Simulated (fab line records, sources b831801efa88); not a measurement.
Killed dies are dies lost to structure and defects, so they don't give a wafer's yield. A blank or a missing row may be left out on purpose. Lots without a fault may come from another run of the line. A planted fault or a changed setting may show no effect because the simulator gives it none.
Chamber matching | flow sky130 | SKY_CAPM_CVD_00 on pecvd-04: 3 sister chambers
The step deposits SiO2, target thk 15.5 nm. 16 wafers are shown with their chamber, then 8 later ones without.

WAFERS WITH THEIR CHAMBER
wafer  | chamber | heater_power_w (W)
L075.1 | 2       | 635
L075.3 | 0       | 620
L075.5 | 0       | 633
L080.1 | 2       | 633
L080.3 | 1       | 888
L080.4 | 1       | 870
L084.2 | 1       | 807
L084.5 | 0       | 665
L084.6 | 2       | 736
L088.1 | 1       | 735
L088.2 | 0       | 667
L088.4 | 0       | 670
L090.3 | 1       | 757
L090.5 | 2       | 720
L090.6 | 1       | 739
L091.1 | 0       | 618

SIGNATURES (means of the wafers above)
reading        | chamber 0 | chamber 1 | chamber 2 | scatter within a chamber
heater_power_w | 645.50    | 799.33    | 681.00    | 51.5
Rule: a wafer's distance from a chamber is the root of the sum, over the readings, of the square of ((its reading less the chamber's mean) divided by the reading's scatter). The wafer belongs to the nearest chamber; if the next one is less than 2 further off, it can't be placed. The scatter: the root of (the sum of the squares of (reading less its chamber's mean) over the shown wafers, divided by (wafers less chambers)).

WAFERS WITHOUT THEIR CHAMBER
wafer  | heater_power_w (W)
L091.4 | 614
L091.6 | 811
L093.3 | 633
L093.5 | 837
L093.6 | 646
L097.2 | 799
L097.3 | 745
L097.5 | 753

WHICH CHAMBER EACH WENT THROUGH
wafer  | from the rows above          | in truth
L091.4 | can't be placed: 0 or 2      | 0
L091.6 | 1                            | 1
L093.3 | can't be placed: 0 or 2      | 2
L093.5 | 1                            | 1
L093.6 | can't be placed: 0 or 2      | 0
L097.2 | 1                            | 1
L097.3 | can't be placed: 1 or 2 or 0 | 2
L097.5 | can't be placed: 1 or 2 or 0 | 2
Placed correctly: 3 of 8. Can't be placed from these rows: 5 (the true chamber is among the candidates in 5). Placed wrongly: 0.
